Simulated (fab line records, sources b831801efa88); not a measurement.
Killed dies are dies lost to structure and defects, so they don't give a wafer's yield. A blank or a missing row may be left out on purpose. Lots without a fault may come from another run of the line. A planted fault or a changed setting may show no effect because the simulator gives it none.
fab line records | flow sky130 | part 1 of 2: steps 1 to 24 of 37
record lots=5 wafers=15 last_day=49
route steps=708 shown VIA2@518 METAL3@532 CAPM@537
lots that met no fault: from a run of the same line without faults
start_h: hours from the record's first day to the start of the lot's first wafer shown | wait_h: hours since the lot's step before | " the same as in the row above | L1.1+2: a row that stands for several wafers | - no value, or no start given | * or withheld: withheld | < > ~ a bound
route shown NAME@n: a module of which the file shows steps, and the number in the route of the first | usual: mean/standard deviation of fault-free wafers | same: alike in all rows | chamber/n: place in a boat | sites: the reading at each site | _std_site: their standard deviation | _edge_site: outer sites' mean less inner sites' | radius_mm: how far each site lies from the wafer's centre | mask NAME#n: copy n | behind: the tool/chamber that last shaped the wafer | hold: why the lot was held/for how many hours/how that ended | device: the transistor (n, p or np) that didn't switch | end of line: the same wafers' tests at the end of the route | a step without rows: its recipe alone | killed: dies lost to structure and defects at the first sort, not the wafer's yield | map: a wafer's dies, x killed, . not, _ none there
set.NAME: the setting as run; set.NAME@STEP: as run at that earlier step | model.NAME: the simulator's own value behind a step, which no gauge read
lots at some steps of the route; a table a step, a row a wafer
services: from which hour (start_h, from the record's first day; less than 0 if before it) a tool's chamber was out of use, for how many hours, and why
## steps
# step SKY_VIA2_DEVELOP_11
# recipe develop_time_s=60 resist=KrF-thick dev_temp_c=21
# columns lot.wafer tool chamber start_h wait_h
L080.2+3+6 litho_track-03 0 - -
L084.2+3+6 litho_track-03 0 - -
L086.1+4+6 litho_track-03 0 - -
L087.1+2+3 litho_track-04 0 - -
L092.3+4+5 litho_track-04 0 - -
# step SKY_VIA2_CD_MEAS_12
# recipe target_cd_nm=200
# usual cd_nm=199.4/1.3
# columns lot.wafer tool chamber start_h wait_h cd_nm
L080.2 cd_sem-01 - 907.99 - 201.6
L080.3 " - " " 200.2
L080.6 " - " " 201.0
L084.2 cd_sem-02 - 925.69 - 199.8
L084.3 " - " " 201.3
L084.6 " - " " 201.3
L086.1 cd_sem-01 - 944.42 - 197.5
L086.4 " - " " 199.0
L086.6 " - " " 198.1
L087.1 cd_sem-01 - 949.55 - 199.7
L087.2 " - " " 200.1
L087.3 " - " " 200.7
L092.3 cd_sem-01 - 988.99 - 202.2
L092.4 " - " " 202.8
L092.5 " - " " 202.3
# step SKY_VIA2_OVL_MEAS_13
# usual VIA2_OVL=7/5.2
# columns lot.wafer tool chamber start_h wait_h VIA2_OVL[nm]
L080.2 overlay-02 - 908.10 0.1 14
L080.3 " - " " 12
L080.6 " - " " 8
L084.2 overlay-02 - 925.80 0.1 10
L084.3 " - " " 9
L084.6 " - " " 13
L086.1 overlay-01 - 944.54 0.1 9
L086.4 " - " " 10
L086.6 " - " " 18
L087.1 overlay-01 - 949.67 0.1 2
L087.2 " - " " 1
L087.3 " - " " 3
L092.3 overlay-02 - 989.08 0.1 -3
L092.4 " - " " 11
L092.5 " - " " 1
# step SKY_VIA2_ETCH_14
# recipe chemistry=N2/H2 target=BARC ion_energy_ev=200 source_w=500 bias_w=100 pressure_mtorr=30 n2_flow_sccm=100 h2_flow_sccm=200 stop_on=SiO2 time_s=45.9 target_depth_a=600
# usual drypump_motor_current_A=5.8/0.48 oes_product_au=0.855/0.0043 throttle_valve_pct=13.225/0.0085
# columns lot.wafer tool chamber start_h wait_h drypump_motor_current_A oes_product_au rf_hours_counter_h throttle_valve_pct
L080.2 rie_diel-03 1 908.13 0.0 6.6 0.857 16 13.216
L080.3 " 0 " " 6.1 0.859 16 13.223
L080.6 " 3 " " 5.2 0.853 - 13.234
L084.2 rie_diel-02 0 925.83 0.0 5.4 0.853 11 13.217
L084.3 " 2 " " 5.7 0.844 14 13.203
L084.6 " 2 " " 5.7 0.851 - 13.222
L086.1 rie_diel-03 0 944.58 0.0 6.2 0.849 17 13.219
L086.4 " 2 " " 6.3 0.857 5 13.211
L086.6 " 1 " " 6.6 0.852 - 13.223
L087.1 rie_diel-02 0 949.71 0.0 5.4 0.851 11 13.214
L087.2 " 1 " " 5.2 0.858 22 13.203
L087.3 " 3 " " 6.2 0.858 10 13.223
L092.3 rie_diel-03 2 989.11 0.0 6.3 0.860 6 13.222
L092.4 " 0 " " 6.1 0.851 19 13.233
L092.5 " 0 " " 6.1 0.861 - 13.223
# step SKY_VIA2_ETCH_15
# recipe target=SiO2 chemistry=C4F8/O2/Ar target_depth_nm=546 stop_on=TiN mask_material=KrF-thick source_w=1500 bias_w=1200 pressure_mtorr=40 c4f8_flow_sccm=withheld O2_flow_sccm=6 Ar_flow_sccm=300 time_s=84
# usual oes_product_au=0.939/0.0045
# columns lot.wafer tool chamber start_h wait_h oes_product_au rf_hours_counter_h
L080.2 rie_diel-03 1 908.17 0.0 0.938 16
L080.3 " 0 " " 0.939 16
L080.6 " 3 " " 0.940 -
L084.2 rie_diel-02 0 925.87 0.0 0.942 11
L084.3 " 2 " " 0.936 15
L084.6 " 2 " " 0.940 -
L086.1 rie_diel-03 0 944.62 0.0 0.938 17
L086.4 " 2 " " 0.937 5
L086.6 " 1 " " 0.935 -
L087.1 rie_diel-02 0 949.75 0.0 0.936 11
L087.2 " 1 " " 0.938 22
L087.3 " 3 " " 0.941 10
L092.3 rie_diel-03 2 989.15 0.0 0.944 6
L092.4 " 0 " " 0.945 19
L092.5 " 0 " " 0.937 -
# step SKY_VIA2_STRIP_16
# recipe chemistry=O2/N2 power_w=1400 pressure_mtorr=1500 platen_temp_c=withheld o2_flow_sccm=3000 n2_flow_sccm=300 overash_fraction=0.5
# usual drypump_motor_current_A=5.4/0.3 oes_product_au=0.399/0.0043 strip_time_to_endpoint_s=4.051/0.026
# columns lot.wafer tool chamber start_h wait_h drypump_motor_current_A oes_product_au rf_hours_counter_h strip_time_to_endpoint_s
L080.2 plasma_asher-04 1 908.23 0.0 5.9 0.397 111 4.046
L080.3 " 1 " " 5.9 0.399 - 4.081
L080.6 " 0 " " 5.1 0.391 - 4.097
L084.2 plasma_asher-03 0 925.93 0.0 5.3 0.406 80 4.065
L084.3 " 0 " " 5.3 0.401 - 4.080
L084.6 " 0 " " 5.3 0.395 - 4.054
L086.1 plasma_asher-03 0 944.68 0.0 5.3 0.404 83 4.080
L086.4 " 1 " " 5.3 0.399 - 4.049
L086.6 " 0 " " 5.3 0.408 - 4.061
L087.1 plasma_asher-04 0 949.81 0.0 5.1 0.403 116 4.089
L087.2 " 1 " " 5.8 0.394 116 4.040
L087.3 " 1 " " 5.8 0.399 - 4.068
L092.3 plasma_asher-02 1 989.24 0.1 5.7 0.400 - 4.033
L092.4 " 0 " " 5.0 0.390 - 4.062
L092.5 " 1 " " 5.7 0.403 - 4.047
# step SKY_VIA2_STRIP_17
# recipe chemistry=post_etch_residue_remover time_s=1200 temp_c=72.5
# columns lot.wafer tool chamber start_h wait_h
L080.2+3+6 wet_bench-03 1 908.33 0.1
L084.2+3+6 wet_bench-04 1 926.03 0.1
L086.1+4+6 wet_bench-03 1 944.78 0.1
L087.1+2+3 wet_bench-03 2 949.91 0.1
L092.3+4+5 wet_bench-04 1 989.31 0.0
# step SKY_VIA2_CLEAN_18
# recipe chemistry=IPA time_s=180 temp_c=25
# columns lot.wafer tool chamber start_h wait_h
L080.2+3+6 wet_bench-02 3 908.68 0.0
L084.2+3+6 wet_bench-02 2 926.38 0.0
L086.1+4+6 wet_bench-02 3 945.13 0.0
L087.1+2+3 wet_bench-04 1 950.25 0.0
L092.3+4+5 wet_bench-03 0 989.65 0.0
# step SKY_VIA2_CLEAN_19
# recipe chemistry=O3/DIW dry=n2_spin
# columns lot.wafer tool chamber start_h wait_h
L080.2+3+6 wet_bench-03 2 908.73 0.0
L084.2+3+6 wet_bench-03 0 926.44 0.0
L086.1+4+6 wet_bench-04 1 945.18 0.0
L087.1+2+3 wet_bench-03 1 950.31 0.0
L092.3+4+5 wet_bench-02 3 989.71 0.0
# step SKY_VIA2_SPUTTER_20
# recipe material=TiN target_thk_nm=20 chamber_pressure_pa=5 power_w=4000 time_s=80
# usual cathode_dc_power_W=4000.0/0.72 throttle_valve_pct=29.7/0.8
# columns lot.wafer tool chamber start_h wait_h cathode_dc_power_W throttle_valve_pct
L080.2 pvd_sputter-03 - 908.83 0.0 3999.1 29.4
L080.3 " - " " 3999.7 30.0
L080.6 " - " " 3999.8 29.7
L084.2 pvd_sputter-01 - 926.54 0.0 4000.6 31.4
L084.3 " - " " 4000.6 30.7
L084.6 " - " " 3999.3 30.7
L086.1 pvd_sputter-01 - 945.28 0.0 4000.0 31.6
L086.4 " - " " 3999.7 30.5
L086.6 " - " " 3999.2 30.7
L087.1 pvd_sputter-02 - 950.40 0.0 4001.4 28.6
L087.2 " - " " 3999.4 29.4
L087.3 " - " " 3999.6 29.1
L092.3 pvd_sputter-01 - 989.80 0.0 3999.7 31.0
L092.4 " - " " 3999.4 30.6
L092.5 " - " " 3999.5 30.7
# step SKY_VIA2_CVD_21
# recipe material=W target_thk_nm=420 time_s=126.4 temp_c=400 pressure_torr=40
# usual heater_power_w=785/57
# columns lot.wafer tool chamber start_h wait_h heater_power_w
L080.2 cvd_w-01 0 908.89 0.0 726
L080.3 " 0 " " 749
L080.6 " 1 " " 846
L084.2 cvd_w-01 1 926.60 0.0 866
L084.3 " 0 " " 746
L084.6 " 1 " " 831
L086.1 cvd_w-01 1 945.34 0.0 835
L086.4 " 1 " " 853
L086.6 " 0 " " 734
L087.1 cvd_w-01 1 950.46 0.0 843
L087.2 " 0 " " 734
L087.3 " 0 " " 734
L092.3 cvd_w-02 1 989.91 0.1 711
L092.4 " 0 " " 794
L092.5 " 0 " " 794
# step SKY_VIA2_RS_MEAS_22
# recipe thk_meas_gauge=four-point-probe reads=W_of_VIA2_CVD_21+TiN_of_VIA2_SPUTTER_20
# usual VIA2_W_RS=0.2759/0.0027
# columns lot.wafer tool chamber start_h wait_h VIA2_W_RS[ohm/sq]
L080.2 film_metro-04 - 909.04 0.1 0.2726
L080.3 " - " " 0.2761
L080.6 " - " " 0.2750
L084.2 film_metro-01 - 926.75 0.1 0.2781
L084.3 " - " " 0.2750
L084.6 " - " " 0.2747
L086.1 film_metro-04 - 945.47 0.1 0.2749
L086.4 " - " " 0.2741
L086.6 " - " " 0.2770
L087.1 film_metro-01 - 950.59 0.1 0.2815
L087.2 " - " " 0.2804
L087.3 " - " " 0.2791
L092.3 film_metro-01 - 990.03 0.1 0.2752
L092.4 " - " " 0.2700
L092.5 " - " " 0.2716
# step SKY_VIA2_THK_MEAS_23
# recipe thk_meas_gauge=xrf reads=W_of_VIA2_CVD_21
# usual VIA2_W_THK=418/10
# columns lot.wafer tool chamber start_h wait_h VIA2_W_THK[nm]
L080.2 film_metro-04 - 909.15 0.1 410
L080.3 " - " " 409
L080.6 " - " " 406
L084.2 film_metro-01 - 926.86 0.1 429
L084.3 " - " " 433
L084.6 " - " " 435
L086.1 film_metro-04 - 945.59 0.1 408
L086.4 " - " " 411
L086.6 " - " " 406
L087.1 film_metro-01 - 950.71 0.1 416
L087.2 " - " " 415
L087.3 " - " " 414
L092.3 film_metro-01 - 990.13 0.1 426
L092.4 " - " " 438
L092.5 " - " " 433
# step SKY_VIA2_CMP_24
# recipe stop_on=SiO2 t_overpolish_s=20 down_force_psi=3.5 platen_rpm=60 target_thk_nm=0 pad_velocity_m_s=0.94248
# usual motor_current_A=10.4/1 overpolish_run_s=19.998/0.0095 platen_rpm=60.00/0.042 time_to_endpoint_s=100/3
# columns lot.wafer tool chamber start_h wait_h motor_current_A overpolish_run_s platen_rpm time_to_endpoint_s
L080.3 cmp-01 3 909.20 0.0 10.3 19.995 60.04 98
L080.2 " 1 " " 11.0 19.996 59.97 103
L080.6 " 3 " " 10.9 19.997 60.06 98
L084.2 cmp-01 2 926.91 0.0 9.2 20.010 60.06 102
L084.3 " 1 " " 10.5 20.007 60.06 100
L084.6 " 3 " " 10.5 19.996 59.97 97
L086.1 cmp-02 3 945.65 0.1 9.3 20.005 59.99 99
L086.4 " 1 " " 10.8 19.998 60.05 101
L086.6 " 0 " " 11.4 20.010 60.03 100
L087.2 cmp-02 3 950.77 0.0 9.5 19.995 59.96 101
L087.1 " 0 " " 11.4 20.015 60.07 102
L087.3 " 1 " " 10.9 20.016 60.05 97
L092.4 cmp-02 0 990.22 0.1 11.4 19.988 59.92 104
L092.3 " 1 " " 11.5 20.002 60.01 100
L092.5 " 3 " " 9.5 20.008 60.08 105
# step SKY_METAL3_SPUTTER_00
# recipe material=Ti target_thk_nm=15 power_w=3000 time_s=10 chamber_pressure_pa=0.4
# usual cathode_dc_power_W=2999.9/0.6 throttle_valve_pct=29.7/0.89
# columns lot.wafer tool chamber start_h wait_h cathode_dc_power_W throttle_valve_pct
L080.2 pvd_sputter-04 - 909.50 0.1 2999.4 30.9
L080.3 " - " " 2999.6 28.2
L080.6 " - " " 2999.8 28.5
L084.2 pvd_sputter-03 - 927.21 0.2 3000.1 29.5
L084.3 " - " " 2999.2 29.6
L084.6 " - " " 2999.0 29.3
L086.1 pvd_sputter-03 - 945.95 0.2 2999.1 29.3
L086.4 " - " " 2999.7 29.8
L086.6 " - " " 3000.0 29.5
L087.1 pvd_sputter-03 - 951.07 0.2 3000.5 29.0
L087.2 " - " " 3000.1 29.4
L087.3 " - " " 3000.9 30.0
L092.3 pvd_sputter-03 - 990.47 0.1 2999.9 29.4
L092.4 " - " " 2999.7 29.6
L092.5 " - " " 3000.2 29.5
# step SKY_METAL3_SPUTTER_01
# recipe material=TiN target_thk_nm=20 power_w=6500 time_s=16.7 chamber_pressure_pa=0.4
# usual cathode_dc_power_W=6500.0/1 throttle_valve_pct=29.7/0.85
# columns lot.wafer tool chamber start_h wait_h cathode_dc_power_W throttle_valve_pct
L080.2 pvd_sputter-04 - 909.52 0.0 6502.4 30.9
L080.3 " - " " 6498.7 28.6
L080.6 " - " " 6499.9 28.7
L084.2 pvd_sputter-03 - 927.23 0.0 6499.2 29.5
L084.3 " - " " 6500.1 29.2
L084.6 " - " " 6499.8 29.5
L086.1 pvd_sputter-03 - 945.97 0.0 6498.6 29.5
L086.4 " - " " 6500.3 29.6
L086.6 " - " " 6499.0 29.3
L087.1 pvd_sputter-03 - 951.10 0.0 6500.1 29.2
L087.2 " - " " 6499.0 29.4
L087.3 " - " " 6498.5 30.0
L092.3 pvd_sputter-03 - 990.50 0.0 6500.9 29.4
L092.4 " - " " 6502.0 30.0
L092.5 " - " " 6499.3 29.6
# step SKY_METAL3_SPUTTER_02
# recipe material=AlCu target_thk_nm=735 power_w=10600 time_s=39.1 chamber_pressure_pa=0.4
# usual cathode_dc_power_W=10600/2 throttle_valve_pct=29.7/0.86
# columns lot.wafer tool chamber start_h wait_h cathode_dc_power_W throttle_valve_pct
L080.2 pvd_sputter-04 - 909.55 0.0 10602 31.1
L080.3 " - " " 10600 28.4
L080.6 " - " " 10599 28.6
L084.2 pvd_sputter-03 - 927.26 0.0 10601 29.1
L084.3 " - " " 10602 29.5
L084.6 " - " " 10603 29.3
L086.1 pvd_sputter-03 - 946.00 0.0 10599 29.3
L086.4 " - " " 10599 29.8
L086.6 " - " " 10598 29.3
L087.1 pvd_sputter-03 - 951.12 0.0 10597 29.1
L087.2 " - " " 10600 29.4
L087.3 " - " " 10600 29.6
L092.3 pvd_sputter-03 - 990.52 0.0 10599 29.5
L092.4 " - " " 10599 29.8
L092.5 " - " " 10598 29.4
# step SKY_METAL3_SPUTTER_03
# recipe material=Ti target_thk_nm=5 power_w=3000 time_s=3.3 chamber_pressure_pa=0.4
# usual cathode_dc_power_W=3000.0/0.48 throttle_valve_pct=29.7/0.85
# columns lot.wafer tool chamber start_h wait_h cathode_dc_power_W throttle_valve_pct
L080.2 pvd_sputter-04 - 909.58 0.0 3000.0 31.0
L080.3 " - " " 3000.0 28.5
L080.6 " - " " 2999.9 28.6
L084.2 pvd_sputter-03 - 927.30 0.0 3000.6 29.1
L084.3 " - " " 3001.0 29.4
L084.6 " - " " 3000.5 29.3
L086.1 pvd_sputter-03 - 946.03 0.0 2999.2 29.4
L086.4 " - " " 2999.7 29.7
L086.6 " - " " 3000.4 29.4
L087.1 pvd_sputter-03 - 951.16 0.0 3000.1 29.1
L087.2 " - " " 3000.5 29.8
L087.3 " - " " 2999.4 30.0
L092.3 pvd_sputter-03 - 990.56 0.0 3000.1 29.4
L092.4 " - " " 3000.9 29.7
L092.5 " - " " 3000.6 29.2
# step SKY_METAL3_SPUTTER_04
# recipe material=TiN target_thk_nm=70 power_w=6500 time_s=58.3 chamber_pressure_pa=0.4
# usual cathode_dc_power_W=6499.8/1.3 throttle_valve_pct=29.7/0.86
# columns lot.wafer tool chamber start_h wait_h cathode_dc_power_W throttle_valve_pct
L080.2 pvd_sputter-04 - 909.60 0.0 6498.0 30.8
L080.3 " - " " 6500.1 28.5
L080.6 " - " " 6498.6 28.8
L084.2 pvd_sputter-03 - 927.32 0.0 6499.8 29.3
L084.3 " - " " 6498.5 29.2
L084.6 " - " " 6498.7 29.4
L086.1 pvd_sputter-03 - 946.05 0.0 6499.1 29.6
L086.4 " - " " 6501.0 29.8
L086.6 " - " " 6498.1 29.6
L087.1 pvd_sputter-03 - 951.18 0.0 6500.9 28.8
L087.2 " - " " 6501.9 29.5
L087.3 " - " " 6499.4 29.9
L092.3 pvd_sputter-03 - 990.58 0.0 6498.4 29.2
L092.4 " - " " 6496.9 30.0
L092.5 " - " " 6502.5 29.2
# step SKY_CAPM_CVD_00
# recipe material=SiO2 target_thk_nm=15.5 temp_c=400 time_s=withheld rf_w=450
# usual heater_power_w=706/96
# columns lot.wafer tool chamber start_h wait_h heater_power_w
L080.2 pecvd-01 1 909.65 0.0 721
L080.3 " 2 " " 806
L080.6 " 0 " " 789
L084.2 pecvd-03 1 927.37 0.0 563
L084.3 " 2 " " 737
L084.6 " 2 " " 759
L086.1 pecvd-01 0 946.10 0.0 781
L086.4 " 0 " " 797
L086.6 " 2 " " 808
L087.1 pecvd-03 1 951.23 0.0 560
L087.2 " 2 " " 641
L087.3 " 0 " " 808
L092.3 pecvd-04 0 990.63 0.0 675
L092.4 " 0 " " 690
L092.5 " 2 " " 713
# step SKY_CAPM_THK_MEAS_01
# recipe reads=SiO2_of_CAPM_CVD_00
# usual CAPM_CVD_00_THK=15.47/0.2
# columns lot.wafer tool chamber start_h wait_h CAPM_CVD_00_THK[nm]
L080.2 film_metro-04 - 909.68 - 15.51
L080.3 " - " " 15.16
L080.6 " - " " 15.56
L084.2 film_metro-04 - 927.40 - 15.29
L084.3 " - " " 15.28
L084.6 " - " " 15.71
L086.1 film_metro-04 - 946.12 - 15.20
L086.4 " - " " 15.49
L086.6 " - " " 15.45
L087.1 film_metro-04 - 951.25 - 15.28
L087.2 " - " " 15.09
L087.3 " - " " 15.17
L092.3 film_metro-04 - 990.67 - 15.54
L092.4 " - " " 15.58
L092.5 " - " " 15.69
# step SKY_CAPM_SPUTTER_02
# recipe material=TiN target_thk_nm=200 temp_c=300 power_w=6500 time_s=166.7 chamber_pressure_pa=0.4
# usual cathode_dc_power_W=6499.9/1.1 throttle_valve_pct=29.7/1
# columns lot.wafer tool chamber start_h wait_h cathode_dc_power_W throttle_valve_pct
L080.2 pvd_sputter-02 - 909.73 0.0 6499.1 29.2
L080.3 " - " " 6500.7 28.6
L080.6 " - " " 6500.3 28.7
L084.2 pvd_sputter-01 - 927.45 0.0 6501.2 29.5
L084.3 " - " " 6499.6 30.9
L084.6 " - " " 6501.1 30.7
L086.1 pvd_sputter-02 - 946.18 0.1 6500.1 30.1
L086.4 " - " " 6499.8 29.0
L086.6 " - " " 6500.4 29.3
L087.1 pvd_sputter-01 - 951.31 0.1 6500.5 31.3
L087.2 " - " " 6497.1 30.7
L087.3 " - " " 6499.4 29.4
L092.3 pvd_sputter-02 - 990.71 0.0 6501.4 29.3
L092.4 " - " " 6501.6 28.4
L092.5 " - " " 6498.1 29.1
# step SKY_CAPM_RS_MEAS_03
# recipe thk_meas_gauge=four-point-probe reads=TiN_of_CAPM_SPUTTER_02
# usual CAPM_TIN_RS=6.93/0.089
# columns lot.wafer tool chamber start_h wait_h CAPM_TIN_RS[ohm/sq]
L080.2 film_metro-03 - 909.86 0.1 6.98
L080.3 " - " " 6.95
L080.6 " - " " 6.97
L084.2 film_metro-01 - 927.58 0.1 6.95
L084.3 " - " " 6.86
L084.6 " - " " 6.83
L086.1 film_metro-04 - 946.29 0.1 7.12
L086.4 " - " " 7.11
L086.6 " - " " 7.09
L087.1 film_metro-01 - 951.42 0.1 6.83
L087.2 " - " " 6.83
L087.3 " - " " 7.00
L092.3 film_metro-03 - 990.86 0.1 6.94
L092.4 " - " " 6.89
L092.5 " - " " 6.94
# step SKY_CAPM_THK_MEAS_04
# recipe thk_meas_gauge=xrf reads=TiN_of_CAPM_SPUTTER_02
# usual CAPM_TIN_THK=201.8/2.7
# columns lot.wafer tool chamber start_h wait_h CAPM_TIN_THK[nm]
L080.2 film_metro-03 - 909.97 0.1 199.1
L080.3 " - " " 200.4
L080.6 " - " " 199.0
L084.2 film_metro-01 - 927.69 0.1 201.6
L084.3 " - " " 204.9
L084.6 " - " " 205.6
L086.1 film_metro-04 - 946.41 0.1 196.4
L086.4 " - " " 195.9
L086.6 " - " " 197.4
L087.1 film_metro-01 - 951.54 0.1 206.0
L087.2 " - " " 205.5
L087.3 " - " " 201.7
L092.3 film_metro-03 - 990.96 0.1 198.8
L092.4 " - " " 200.2
L092.5 " - " " 198.4
